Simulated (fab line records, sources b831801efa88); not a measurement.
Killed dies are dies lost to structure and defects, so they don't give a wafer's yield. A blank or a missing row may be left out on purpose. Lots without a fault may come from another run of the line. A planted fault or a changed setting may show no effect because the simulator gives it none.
fab line records | flow sky130 | part 1 of 2: steps 1 to 43 of 44
record lots=6 wafers=18 last_day=50
route steps=708 shown SONOS_TUNNEL@160 SONOS_ONO@168 GATE_OXIDE@187 PAD_OPEN@708
lots that met no fault: from a run of the same line without faults
start_h: hours from the record's first day to the start of the lot's first wafer shown | wait_h: hours since the lot's step before | " the same as in the row above | L1.1+2: a row that stands for several wafers | - no value, or no start given | * or withheld: withheld | < > ~ a bound
route shown NAME@n: a module of which the file shows steps, and the number in the route of the first | usual: mean/standard deviation of fault-free wafers | same: alike in all rows | chamber/n: place in a boat | sites: the reading at each site | _std_site: their standard deviation | _edge_site: outer sites' mean less inner sites' | radius_mm: how far each site lies from the wafer's centre | mask NAME#n: copy n | behind: the tool/chamber that last shaped the wafer | hold: why the lot was held/for how many hours/how that ended | device: the transistor (n, p or np) that didn't switch | end of line: the same wafers' tests at the end of the route | a step without rows: its recipe alone | killed: dies lost to structure and defects at the first sort, not the wafer's yield | map: a wafer's dies, x killed, . not, _ none there
set.NAME: the setting as run; set.NAME@STEP: as run at that earlier step | model.NAME: the simulator's own value behind a step, which no gauge read
lots at some steps of the route; a table a step, a row a wafer
services: from which hour (start_h, from the record's first day; less than 0 if before it) a tool's chamber was out of use, for how many hours, and why
## steps
# step SKY_SONOS_TUNNEL_DEVELOP_06
# recipe resist=NOVOLAK developer=TMAH develop_time_s=60 dev_temp_c=23
# step SKY_SONOS_TUNNEL_CD_MEAS_07
# recipe target_cd_nm=410
# usual cd_nm=409.4/2.1
# columns lot.wafer tool chamber start_h wait_h cd_nm
L759.1 cd_sem-02 - 258.07 0.1 408.2
L759.2 " - " " 409.2
L759.4 " - " " 405.5
L766.1 cd_sem-01 - 313.03 0.1 409.6
L766.2 " - " " 411.2
L766.4 " - " " 411.2
L772.2 cd_sem-02 - 359.09 0.1 409.0
L772.3 " - " " 407.8
L772.4 " - " " 407.4
L773.1 cd_sem-01 - 365.88 0.1 411.8
L773.3 " - " " 408.8
L773.6 " - " " 411.2
L780.3 cd_sem-01 - 428.67 0.1 408.6
L780.4 " - " " 407.7
L780.6 " - " " 409.6
L781.1 cd_sem-01 - 434.82 0.1 405.6
L781.4 " - " " 403.1
L781.5 " - " " 405.4
# step SKY_SONOS_TUNNEL_OVL_MEAS_08
# usual SONOS_TUNNEL_OVL=-0.5/1.5
# columns lot.wafer tool chamber start_h wait_h SONOS_TUNNEL_OVL[nm]
L759.1 overlay-01 - 258.19 0.1 -4.0
L759.2 " - " " -2.0
L759.4 " - " " -2.1
L766.1 overlay-01 - 313.15 0.1 0.1
L766.2 " - " " -1.0
L766.4 " - " " -2.2
L772.2 overlay-01 - 359.19 0.1 -3.5
L772.3 " - " " -1.7
L772.4 " - " " -0.9
L773.1 overlay-01 - 366.00 0.1 -2.7
L773.3 " - " " -1.3
L773.6 " - " " -1.7
L780.3 overlay-02 - 428.76 0.1 3.3
L780.4 " - " " 0.7
L780.6 " - " " 1.1
L781.1 overlay-01 - 434.94 0.1 -1.1
L781.4 " - " " -2.8
L781.5 " - " " -1.5
# step SKY_SONOS_TUNNEL_IMPLANT_09
# recipe species=B energy_kev=19.61 dose_cm2=1e+12 tilt_deg=withheld
# step SKY_SONOS_TUNNEL_WET_ETCH_10
# recipe chemistry=dHF target_depth_nm=14 target=SiO2 dilution=100:1 temp_c=25 time_s=280
# step SKY_SONOS_TUNNEL_STRIP_11
# recipe chemistry=SPM time_s=600 temp_c=130
# step SKY_SONOS_TUNNEL_TW_MEAS_12
# usual SONOS_TUNNEL_TW=196.3/1.4
# columns lot.wafer tool chamber start_h wait_h SONOS_TUNNEL_TW
L759.1 film_metro-04 - 258.64 0.0 196.1
L759.2 " - " " 196.2
L759.4 " - " " 195.6
L766.1 film_metro-02 - 313.62 0.0 194.5
L766.2 " - " " 194.2
L766.4 " - " " 195.8
L772.2 film_metro-01 - 359.64 0.0 198.1
L772.3 " - " " 198.0
L772.4 " - " " 198.3
L773.1 film_metro-02 - 366.46 0.0 195.4
L773.3 " - " " 194.3
L773.6 " - " " 195.7
L780.3 film_metro-04 - 429.24 0.0 195.5
L780.4 " - " " 194.7
L780.6 " - " " 194.6
L781.1 film_metro-01 - 435.39 0.0 198.6
L781.4 " - " " 200.2
L781.5 " - " " 198.9
# step SKY_SONOS_TUNNEL_CLEAN_13
# recipe chemistry=dHF time_s=20 dilution=100:1 dry=ipa_marangoni
# step SKY_SONOS_ONO_OXIDATION_00
# recipe temp_c=800 ambient=O2 idle_temp_c=700 ramp_up_c_per_min=10 ramp_down_c_per_min=3 stabilise_s=600 purge_s=300 target_thk_a=26 ox_time_s=1249
# step SKY_SONOS_ONO_THK_MEAS_01
# recipe reads=SiO2_of_SONOS_ONO_OXIDATION_00
# usual SONOS_ONO_OXIDATION_THK=2.63/0.054
# columns lot.wafer tool chamber start_h wait_h SONOS_ONO_OXIDATION_THK[nm]
L759.1 film_metro-02 - 260.40 0.0 2.65
L759.2 " - " " 2.64
L759.4 " - " " 2.62
L766.1 film_metro-02 - 315.05 0.0 2.62
L766.2 " - " " 2.62
L766.4 " - " " 2.67
L772.2 film_metro-02 - 361.06 0.0 2.61
L772.3 " - " " 2.61
L772.4 " - " " 2.59
L773.1 film_metro-01 - 369.58 0.0 2.61
L773.3 " - " " 2.65
L773.6 " - " " 2.66
L780.3 film_metro-03 - 430.66 0.0 2.56
L780.4 " - " " 2.59
L780.6 " - " " 2.60
L781.1 film_metro-03 - 437.32 0.0 2.59
L781.4 " - " " 2.64
L781.5 " - " " 2.61
# step SKY_SONOS_ONO_CVD_02
# recipe material=Si3N4 precursor=DCS/NH3 target_thk_nm=10.5 temp_c=770 time_s=180 pressure_mtorr=250
# step SKY_SONOS_ONO_THK_MEAS_03
# recipe reads=Si3N4_of_SONOS_ONO_CVD_02
# usual SONOS_ONO_CVD_02_THK=10.45/0.18
# columns lot.wafer tool chamber start_h wait_h SONOS_ONO_CVD_02_THK[nm]
L759.1 film_metro-01 - 263.05 0.0 10.25
L759.2 " - " " 10.23
L759.4 " - " " 10.24
L766.1 film_metro-02 - 317.52 0.0 10.54
L766.2 " - " " 10.62
L766.4 " - " " 10.52
L772.2 film_metro-01 - 362.17 0.0 10.28
L772.3 " - " " 10.32
L772.4 " - " " 10.23
L773.1 film_metro-03 - 370.87 0.0 10.36
L773.3 " - " " 10.39
L773.6 " - " " 10.38
L780.3 film_metro-01 - 432.29 0.0 10.37
L780.4 " - " " 10.47
L780.6 " - " " 10.37
L781.1 film_metro-03 - 440.37 0.0 10.47
L781.4 " - " " 10.54
L781.5 " - " " 10.56
# step SKY_SONOS_ONO_CVD_04
# recipe material=SiO2 precursor=SiH4/N2O target_thk_nm=5.7199 temp_c=900 pressure_mtorr=400
# columns lot.wafer tool chamber start_h wait_h model.SiO2_of_SONOS_ONO_CVD_04.thk_nm
L759.1 lpcvd-03 0 263.11 0.1 5.757
L759.2 " 0 " " 5.743
L759.4 " 0 " " 5.699
L766.1 lpcvd-03 1 317.58 0.1 5.597
L766.2 " 1 " " 5.577
L766.4 " 1 " " 5.631
L772.2 lpcvd-03 0 362.22 0.0 6.627
L772.3 " 0 " " 6.592
L772.4 " 0 " " 6.66
L773.1 lpcvd-03 0 370.93 0.1 6.762
L773.3 " 0 " " 6.715
L773.6 " 0 " " 6.687
L780.3 lpcvd-03 0 432.33 0.0 5.709
L780.4 " 0 " " 5.834
L780.6 " 0 " " 5.758
L781.1 lpcvd-03 1 440.43 0.1 5.899
L781.4 " 1 " " 5.896
L781.5 " 1 " " 5.73
# step SKY_SONOS_ONO_THK_MEAS_05
# recipe reads=SiO2_of_SONOS_ONO_CVD_04
# usual SONOS_ONO_CVD_04_THK=5.73/0.1
# columns lot.wafer tool chamber start_h wait_h SONOS_ONO_CVD_04_THK[nm]
L759.1 film_metro-03 - 264.99 0.0 5.72
L759.2 " - " " 5.81
L759.4 " - " " 5.68
L766.1 film_metro-03 - 318.83 0.0 5.59
L766.2 " - " " 5.60
L766.4 " - " " 5.64
L772.2 film_metro-03 - 363.48 0.0 6.61
L772.3 " - " " 6.59
L772.4 " - " " 6.68
L773.1 film_metro-03 - 372.18 0.0 6.84
L773.3 " - " " 6.70
L773.6 " - " " 6.68
L780.3 film_metro-01 - 433.60 0.0 5.68
L780.4 " - " " 5.77
L780.6 " - " " 5.78
L781.1 film_metro-03 - 441.68 0.0 5.88
L781.4 " - " " 5.86
L781.5 " - " " 5.73
# step SKY_SONOS_ONO_DEHYDRATE_06
# recipe temp_c=200 time_s=60
# step SKY_SONOS_ONO_HMDS_07
# recipe prime_time_s=60 prime_temp_c=120
# step SKY_SONOS_ONO_COAT_08
# recipe resist=NOVOLAK spin_rpm=3000 resist_thk_nm=1140
# step SKY_SONOS_ONO_SOFTBAKE_09
# recipe temp_c=90 time_s=60 resist=NOVOLAK
# step SKY_SONOS_ONO_EXPOSE_10
# recipe mask_id=ONOM target_cd_nm=410 na=0.6 source_shape=conventional sigma_outer=0.6 dose_mj=150
# step SKY_SONOS_ONO_PEB_11
# recipe temp_c=withheld time_s=* resist=NOVOLAK
# step SKY_SONOS_ONO_DEVELOP_12
# recipe develop_time_s=60 dev_temp_c=23
# step SKY_SONOS_ONO_CD_MEAS_13
# recipe target_cd_nm=410
# usual cd_nm=410.0/2
# columns lot.wafer tool chamber start_h wait_h cd_nm
L759.1 cd_sem-02 - 289.25 0.1 408.2
L759.2 " - " " 406.6
L759.4 " - " " 408.1
L766.1 cd_sem-01 - 344.95 0.1 411.2
L766.2 " - " " 409.3
L766.4 " - " " 410.8
L772.2 cd_sem-02 - 392.11 0.2 407.8
L772.3 " - " " 410.3
L772.4 " - " " 410.7
L773.1 cd_sem-01 - 400.87 0.1 410.2
L773.3 " - " " 408.3
L773.6 " - " " 411.4
L780.3 cd_sem-01 - 464.04 0.1 412.5
L780.4 " - " " 411.3
L780.6 " - " " 409.9
L781.1 cd_sem-02 - 472.30 0.1 409.2
L781.4 " - " " 410.6
L781.5 " - " " 411.1
# step SKY_SONOS_ONO_OVL_MEAS_14
# usual SONOS_ONO_OVL=0.9/1.3
# columns lot.wafer tool chamber start_h wait_h SONOS_ONO_OVL[nm]
L759.1 overlay-01 - 289.37 0.1 1.1
L759.2 " - " " 0.9
L759.4 " - " " 0.4
L766.1 overlay-01 - 345.07 0.1 -1.3
L766.2 " - " " 0.2
L766.4 " - " " 0.4
L772.2 overlay-02 - 392.22 0.1 0.6
L772.3 " - " " -0.6
L772.4 " - " " -0.6
L773.1 overlay-01 - 400.99 0.1 -0.1
L773.3 " - " " 2.2
L773.6 " - " " 1.0
L780.3 overlay-02 - 464.13 0.1 1.1
L780.4 " - " " 1.9
L780.6 " - " " 0.7
L781.1 overlay-02 - 472.88 0.6 0.9
L781.4 " - " " -1.2
L781.5 " - " " 1.0
# step SKY_SONOS_ONO_ETCH_15
# recipe target_depth_nm=19.52 chemistry=CHF3/O2 source_w=600 bias_w=200 pressure_mtorr=40 chf3_flow_sccm=50 O2_flow_sccm=5 time_s=7.8
# usual drypump_motor_current_A=5.7/0.47 oes_product_au=1.001/0.0075 rf_fwd_power_W=587/3.3 throttle_valve_pct=8.824/0.0083
# columns lot.wafer tool chamber start_h wait_h drypump_motor_current_A oes_product_au rf_fwd_power_W rf_hours_counter_h throttle_valve_pct
L759.1 rie_diel-01 0 289.41 0.0 6.2 1.011 586 10 8.832
L759.2 " 1 " " 6.2 1.018 587 10 8.829
L759.4 " 2 " " 4.8 0.994 591 5 8.826
L766.1 rie_diel-02 0 345.11 0.0 5.7 1.009 588 43 8.820
L766.2 " 2 " " 5.4 1.007 583 3 8.832
L766.4 " 3 " " 5.4 1.000 591 - 8.830
L772.2 rie_diel-02 0 392.25 0.0 5.7 0.998 591 44 8.831
L772.3 " 1 " " 6.0 1.013 586 1 8.819
L772.4 " 2 " " 5.4 1.001 584 4 8.845
L773.1 rie_diel-04 0 401.02 0.0 5.0 0.999 583 65 8.825
L773.3 " 2 " " 5.9 1.000 587 17 8.818
L773.6 " 2 " " 5.9 1.003 586 - 8.842
L780.3 rie_diel-01 3 464.16 0.0 6.1 0.992 588 4 8.820
L780.4 " 2 " " 4.9 0.995 592 8 8.823
L780.6 " 3 " " 6.1 1.004 587 - 8.840
L781.1 rie_diel-04 2 472.92 0.0 5.9 1.005 585 18 8.818
L781.4 " 2 " " 5.9 1.011 586 - 8.827
L781.5 " 0 " " 5.1 1.004 588 - 8.828
# step SKY_SONOS_ONO_WET_ETCH_16
# recipe chemistry=dHF target_depth_nm=14 dry=n2_spin target=SiO2 dilution=100:1 temp_c=25 time_s=280
# step SKY_SONOS_ONO_STRIP_17
# recipe chemistry=O2/N2 power_w=1400 pressure_mtorr=1500 platen_temp_c=withheld o2_flow_sccm=3000 n2_flow_sccm=300 overash_fraction=0.5
# usual drypump_motor_current_A=5.7/0.32 n2_flow_sccm=299.9/0.8 o2_flow_sccm=2998/8.6 oes_product_au=0.710/0.0044 strip_time_to_endpoint_s=14.11/0.041
# columns lot.wafer tool chamber start_h wait_h drypump_motor_current_A n2_flow_sccm o2_flow_sccm oes_product_au rf_hours_counter_h strip_time_to_endpoint_s
L759.1 plasma_asher-02 0 289.52 0.0 5.3 299.5 2997 0.711 60 14.10
L759.2 " 1 " " 5.4 299.2 2996 0.704 60 14.03
L759.4 " 0 " " 5.3 300.7 2990 0.709 - 14.05
L766.1 plasma_asher-03 1 345.22 0.0 5.3 298.2 2989 0.706 19 14.12
L766.2 " 0 " " 5.9 298.5 3000 0.718 19 14.09
L766.4 " 0 " " 5.9 300.0 3002 0.709 - 14.10
L772.2 plasma_asher-03 1 392.44 0.0 5.2 300.9 2993 0.710 24 14.13
L772.3 " 0 " " 5.9 300.7 2995 0.706 - 14.07
L772.4 " 1 " " 5.2 300.5 2989 0.709 - 14.13
L773.1 plasma_asher-04 0 401.13 0.0 5.7 300.5 3002 0.709 71 14.16
L773.3 " 1 " " 6.1 299.7 2988 0.710 - 14.16
L773.6 " 0 " " 5.7 299.8 3000 0.707 - 14.16
L780.3 plasma_asher-03 0 464.38 0.0 5.9 300.1 3002 0.714 - 14.15
L780.4 " 1 " " 5.3 299.0 2999 0.716 - 14.19
L780.6 " 1 " " 5.3 299.1 3007 0.712 - 14.16
L781.1 plasma_asher-02 1 473.13 0.0 5.4 300.4 3003 0.712 4 14.13
L781.4 " 0 " " 5.3 298.8 2995 0.719 - 14.10
L781.5 " 1 " " 5.4 300.2 3009 0.722 - 14.14
# step SKY_SONOS_ONO_WET_ETCH_18
# recipe chemistry=H3PO4 target_depth_nm=15 target=Si3N4 temp_c=160 time_s=172
# step SKY_GATE_OXIDE_CLEAN_00
# recipe chemistry=SC1/SC2 mix=1:4:20 temp_c=70 time_s=150 dry=n2_spin
# step SKY_GATE_OXIDE_OXIDATION_01
# recipe temp_c=900 ambient=O2 stabilise_s=600 purge_s=300 target_thk_a=102.68 ox_time_s=1473
# step SKY_GATE_OXIDE_THK_MEAS_02
# recipe reads=SiO2_of_GATE_OXIDE_OXIDATION_01
# usual GATE_OXIDE_OXIDATION_00_THK=10.37/0.25
# columns lot.wafer tool chamber start_h wait_h GATE_OXIDE_OXIDATION_00_THK[nm]
L759.1 film_metro-04 - 292.89 0.0 10.84
L759.2 " - " " 11.04
L759.4 " - " " 10.79
L766.1 film_metro-04 - 350.26 0.0 10.40
L766.2 " - " " 10.37
L766.4 " - " " 10.15
L772.2 film_metro-04 - 395.10 0.0 10.48
L772.3 " - " " 10.27
L772.4 " - " " 10.19
L773.1 film_metro-04 - 403.21 0.0 10.32
L773.3 " - " " 10.22
L773.6 " - " " 10.43
L780.3 film_metro-02 - 465.99 0.0 10.10
L780.4 " - " " 10.35
L780.6 " - " " 10.39
L781.1 film_metro-02 - 474.75 0.0 10.16
L781.4 " - " " 10.20
L781.5 " - " " 10.21
# step SKY_GATE_OXIDE_DEHYDRATE_03
# recipe temp_c=200 time_s=60
# step SKY_GATE_OXIDE_HMDS_04
# recipe prime_time_s=60 prime_temp_c=120
# step SKY_GATE_OXIDE_COAT_05
# recipe resist=NOVOLAK spin_rpm=3000 resist_thk_nm=1140
# step SKY_GATE_OXIDE_SOFTBAKE_06
# recipe temp_c=90 time_s=60 resist=NOVOLAK
# step SKY_GATE_OXIDE_EXPOSE_07
# recipe mask_id=LVOM na=0.6 source_shape=conventional sigma_outer=0.6 polarization=unpolarized target_cd_nm=600 dose_mj=170
# step SKY_GATE_OXIDE_PEB_08
# recipe temp_c=withheld time_s=* resist=NOVOLAK
# step SKY_GATE_OXIDE_DEVELOP_09
# recipe resist=NOVOLAK developer=TMAH develop_time_s=60 dev_temp_c=22.28
# step SKY_GATE_OXIDE_OVL_MEAS_10
# usual GATE_OXIDE_OVL=0.4/1.5
# columns lot.wafer tool chamber start_h wait_h GATE_OXIDE_OVL[nm]
L759.1 overlay-01 - 318.57 0.1 2.4
L759.2 " - " " 1.2
L759.4 " - " " 1.3
L766.1 overlay-01 - 378.20 0.1 2.1
L766.2 " - " " 2.6
L766.4 " - " " 0.9
L772.2 overlay-01 - 424.94 0.1 2.2
L772.3 " - " " 1.7
L772.4 " - " " 3.2
L773.1 overlay-02 - 432.40 0.1 0.2
L773.3 " - " " 0.2
L773.6 " - " " -1.7
L780.3 overlay-02 - 495.81 0.1 -0.6
L780.4 " - " " 0.0
L780.6 " - " " 0.0
L781.1 overlay-02 - 504.52 0.1 -1.6
L781.4 " - " " -0.5
L781.5 " - " " -1.5
# step SKY_GATE_OXIDE_IMPLANT_11
# recipe species=B energy_kev=10 dose_cm2=2.6e+12 tilt_deg=withheld
# step SKY_GATE_OXIDE_WET_ETCH_12
# recipe chemistry=dHF target_depth_nm=16.8 dry=n2_spin target=SiO2 dilution=100:1 temp_c=25 time_s=336
# step SKY_GATE_OXIDE_STRIP_13
# recipe chemistry=O2/N2 power_w=1400 pressure_mtorr=1500 platen_temp_c=withheld o2_flow_sccm=3000 n2_flow_sccm=300 overash_fraction=0.5
# usual drypump_motor_current_A=5.8/0.35 n2_flow_sccm=300.0/0.93 o2_flow_sccm=2999/8.7 oes_product_au=0.716/0.0046 strip_time_to_endpoint_s=14.20/0.035
# columns lot.wafer tool chamber start_h wait_h drypump_motor_current_A n2_flow_sccm o2_flow_sccm oes_product_au rf_hours_counter_h strip_time_to_endpoint_s
L759.1 plasma_asher-04 0 318.86 0.0 5.7 300.3 3001 0.719 63 14.17
L759.2 " 1 " " 6.2 299.0 2986 0.717 63 14.18
L759.4 " 1 " " 6.2 299.9 3001 0.715 - 14.22
L766.1 plasma_asher-01 0 378.50 0.0 5.4 300.7 2980 0.719 58 14.17
L766.2 " 1 " " 6.2 299.9 3004 0.716 58 14.20
L766.4 " 1 " " 6.2 300.5 2988 0.714 - 14.18
L772.2 plasma_asher-03 0 425.22 0.0 5.9 301.7 2998 0.721 27 14.26
L772.3 " 0 " " 5.9 300.1 2993 0.720 - 14.21
L772.4 " 1 " " 5.2 299.3 3000 0.715 - 14.20
L773.1 plasma_asher-04 0 432.70 0.0 5.7 300.3 3007 0.725 75 14.25
L773.3 " 0 " " 5.7 301.2 2982 0.713 - 14.19
L773.6 " 1 " " 6.1 302.6 2996 0.706 - 14.24
L780.3 plasma_asher-01 0 496.22 0.0 5.4 299.2 2994 0.714 - 14.20
L780.4 " 1 " " 6.2 299.6 2996 0.707 - 14.16
L780.6 " 0 " " 5.4 299.8 2990 0.718 - 14.21
L781.1 plasma_asher-04 1 504.82 0.0 6.1 299.7 2996 0.712 82 14.24
L781.4 " 1 " " 6.2 300.6 2996 0.719 - 14.26
L781.5 " 0 " " 5.7 298.8 3011 0.710 - 14.25
# step SKY_GATE_OXIDE_TW_MEAS_14
# usual GATE_OXIDE_TW=223.3/1.4
# columns lot.wafer tool chamber start_h wait_h GATE_OXIDE_TW
L759.1 film_metro-04 - 318.96 0.1 225.2
L759.2 " - " " 224.0
L759.4 " - " " 224.7
L766.1 film_metro-04 - 378.60 0.1 222.9
L766.2 " - " " 224.0
L766.4 " - " " 222.9
L772.2 film_metro-04 - 425.33 0.1 222.7
L772.3 " - " " 224.4
L772.4 " - " " 222.7
L773.1 film_metro-02 - 432.80 0.1 225.9
L773.3 " - " " 224.3
L773.6 " - " " 224.7
L780.3 film_metro-02 - 496.31 0.1 225.0
L780.4 " - " " 223.6
L780.6 " - " " 224.9
L781.1 film_metro-04 - 504.92 0.1 222.5
L781.4 " - " " 223.1
L781.5 " - " " 222.0
# step SKY_GATE_OXIDE_CLEAN_15
# recipe chemistry=SC1/SC2 mix=1:4:20 temp_c=70 time_s=150 dry=n2_spin
# columns lot.wafer tool chamber start_h wait_h model.SiO2_of_SONOS_ONO_CVD_04.thk_nm
L759.1 wet_bench-03 0 319.02 0.1 4.245
L759.2 " 0 " " 4.232
L759.4 " 0 " " 4.184
L766.1 wet_bench-01 2 378.66 0.1 4.083
L766.2 " 2 " " 4.065
L766.4 " 2 " " 4.122
L772.2 wet_bench-02 2 425.38 0.0 5.119
L772.3 " 2 " " 5.084
L772.4 " 2 " " 5.155
L773.1 wet_bench-01 0 432.86 0.1 5.23
L773.3 " 0 " " 5.181
L773.6 " 0 " " 5.158
L780.3 wet_bench-03 3 496.35 0.0 4.178
L780.4 " 3 " " 4.308
L780.6 " 3 " " 4.228
L781.1 wet_bench-03 0 504.98 0.1 4.389
L781.4 " 0 " " 4.384
L781.5 " 0 " " 4.217
## key
first_sign step=SKY_SONOS_ONO_THK_MEAS_05 reading=SONOS_ONO_CVD_04_THK direction=up sigmas=9.4 usual=5.73 struck=6.68
effect none on later readings
model_effect step=SKY_SONOS_ONO_CVD_04 value=SiO2_of_SONOS_ONO_CVD_04.thk_nm without=5.753 struck=6.674
model_effect step=SKY_GATE_OXIDE_CLEAN_15 value=SiO2_of_SONOS_ONO_CVD_04.thk_nm without=4.234 struck=5.155
model_effect step=SKY_PAD_OPEN_PROBE_99 value=etest.sonos_erased.drive_ua_um without=185.8 struck=133.5
met_at SKY_SONOS_ONO_CVD_04
struck_wafers L772.2,L772.3,L772.4,L773.1,L773.3,L773.6
tester_left_out L772,L773
onset_between 317.58 362.22
fault kind=process_parameter_drift tool=lpcvd-03 chamber=- onset_h=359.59 steps=SKY_SONOS_ONO_CVD_04 channel=target_thk_nm offset=0.92074 shape=step end_h=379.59 stated=5.7199
# tester_left_out: of these lots the tester's yield and bins aren't shown, on N5 and GAA mostly nor the transistor test; their killed dies are dies lost to structure and defects alone, not to doping, threshold or leakage, so they don't give the yield
